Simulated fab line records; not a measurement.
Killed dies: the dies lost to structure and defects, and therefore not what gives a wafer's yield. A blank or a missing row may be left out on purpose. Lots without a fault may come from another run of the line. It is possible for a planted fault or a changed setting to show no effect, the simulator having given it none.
Struck lot and sound lot, side by side	flow sfq-line	20 out of 325 route steps
Sound: wafers L495.3, L495.4, L495.5. Struck: wafer L504.6 (left out: L504.1, L504.5 of the same lot, which were not struck); the cause appears at the end.
Each step with rows lists, per side, the tool, then ch with its chambers, then its first start. Under that, the readings that differ: sound wafers	struck wafers	difference of the means	sigmas: that difference in standard deviations of wafers without a fault.
alike: readings with means less than 2 such deviations apart, plus words and numbers identical on both sides. not compared: withheld readings, readings lacking a value on some wafer, bounds such as >300 that could conceal the same value, and numbers that have no deviation in the record and whose values overlap.
A row with sigmas, a row that says differs or no value, or rows on one side alone: a step with any of these is where the two part. Numbers that have no deviation but don't overlap get no sigmas and don't part them. A reading missing from all wafers of one side parts the sides only when that side holds two or more wafers.

first, 2 steps without rows for these wafers: SFQ_TRILAYER_I3_VIA_LITHO_PEB_088 (peb time 60 s); SFQ_TRILAYER_I3_VIA_LITHO_DEVELOP_087 (time 60 s).
SFQ_I3_OVL_MEAS_923:
  struck on overlay-02, day 52 04:49; sound on overlay-01, day 50 21:31
  alike: I3_OVL
SFQ_TRILAYER_I3_VIA_BARC_OPEN_VIA_ETCH_121: etches BARC in O2, target depth 125 nm, time 41.7 s.
  sound on rie-diel-03 ch 0,1,2, day 50 21:32; struck on rie-diel-04 ch 3, day 52 04:52
  alike: drypump-motor-current-A, oes-product-au
  not compared: rf-hours-counter-h
SFQ_TRILAYER_I3_VIA_ETCH_VIA_ETCH_088: etches SiO2 in CHF3, stops on Nb, target depth 260 nm.
  sound on rie-diel-03 ch 0,1,2, day 50 21:34; struck on rie-diel-04 ch 3, day 52 04:54
  alike: drypump-motor-current-A, oes-product-au
SFQ_TRILAYER_I3_VIA_STRIP_STRIP_089: strips in O2.
  sound on rie-metal-01 ch 0, day 50 22:05; struck on rie-metal-01 ch 0, day 52 05:01
  alike: drypump-motor-current-A, oes-product-au
  not compared: rf-hours-counter-h
then, 3 steps without rows for these wafers: SFQ_TRILAYER_I3_VIA_STRIP_SOLV_CLEAN_090 (cleans in NMP, time 600 s); SFQ_TRILAYER_M4_DEP_PRE_CLEAN_092 (time 22.5 s); SFQ_TRILAYER_M4_DEP_SPUTTER_091 (material Nb, target thk 200 nm, time 133.3 s).
SFQ_M4_RS_MEAS_924: uses a four-point probe to measure.
  struck on film-metro-04, day 52 05:54; sound on film-metro-02, day 50 23:13
  alike: M4_NB_RS
then, 1 step without rows for these wafers: SFQ_TRILAYER_M4_LITHO_COAT_098 (resist thk 62 nm).
SFQ_TRILAYER_M4_LITHO_COAT_093: resist thk 600 nm.
  sound on litho-track-04 ch 0, day 50 23:46; struck on litho-track-02 ch 0, day 52 06:23
reading	sound	struck	difference	sigmas
model.KrF_of_TRILAYER_M4_LITHO_COAT_093.thk-nm (nm)	597.9 598.5 596.3	643.4	+45.8	
  alike: dispense-pressure-kPa
then, 4 steps without rows for these wafers: SFQ_TRILAYER_M4_LITHO_SOFTBAKE_097; SFQ_TRILAYER_M4_LITHO_EXPOSE_094 (exposes mask M4, target cd 500 nm); SFQ_TRILAYER_M4_LITHO_PEB_096 (peb time 60 s); SFQ_TRILAYER_M4_LITHO_DEVELOP_095 (time 60 s).
-- the record jumps here: 5 days lie between the struck wafers' starts before and after --
SFQ_M4_OVL_MEAS_926:
  struck on overlay-02, day 57 02:48; sound on overlay-01, day 55 14:49
  alike: M4_OVL
SFQ_TRILAYER_M4_BARC_OPEN_METAL_ETCH_123: etches BARC in O2, target depth 125 nm, time 41.7 s.
  sound on rie-metal-04 ch 0,1, day 55 14:52; struck on rie-metal-04 ch 1, day 57 02:50
  alike: drypump-motor-current-A, oes-product-au
  not compared: rf-hours-counter-h
SFQ_TRILAYER_M4_ETCH_METAL_ETCH_096: etches Nb in Cl2/Ar, stops on SiO2, target depth 240 nm, time 120 s.
  sound on rie-metal-04 ch 0,1, day 55 14:56; struck on rie-metal-04 ch 1, day 57 02:54
reading	sound	struck	difference	sigmas
model.KrF_of_TRILAYER_M4_LITHO_COAT_093.thk-nm (nm)	377.4 378.1 376	421.5	+44.3	
  alike: drypump-motor-current-A, oes-product-au
  not compared: rf-hours-counter-h
SFQ_TRILAYER_M4_STRIP_STRIP_097: strips in O2.
  sound on rie-metal-04 ch 0,1, day 55 15:14; struck on rie-metal-04 ch 1, day 57 03:02
  alike: drypump-motor-current-A, oes-product-au
  not compared: rf-hours-counter-h

== WHERE THEY PART ==
Nowhere in this record.

WHY: what had been put in by the simulator
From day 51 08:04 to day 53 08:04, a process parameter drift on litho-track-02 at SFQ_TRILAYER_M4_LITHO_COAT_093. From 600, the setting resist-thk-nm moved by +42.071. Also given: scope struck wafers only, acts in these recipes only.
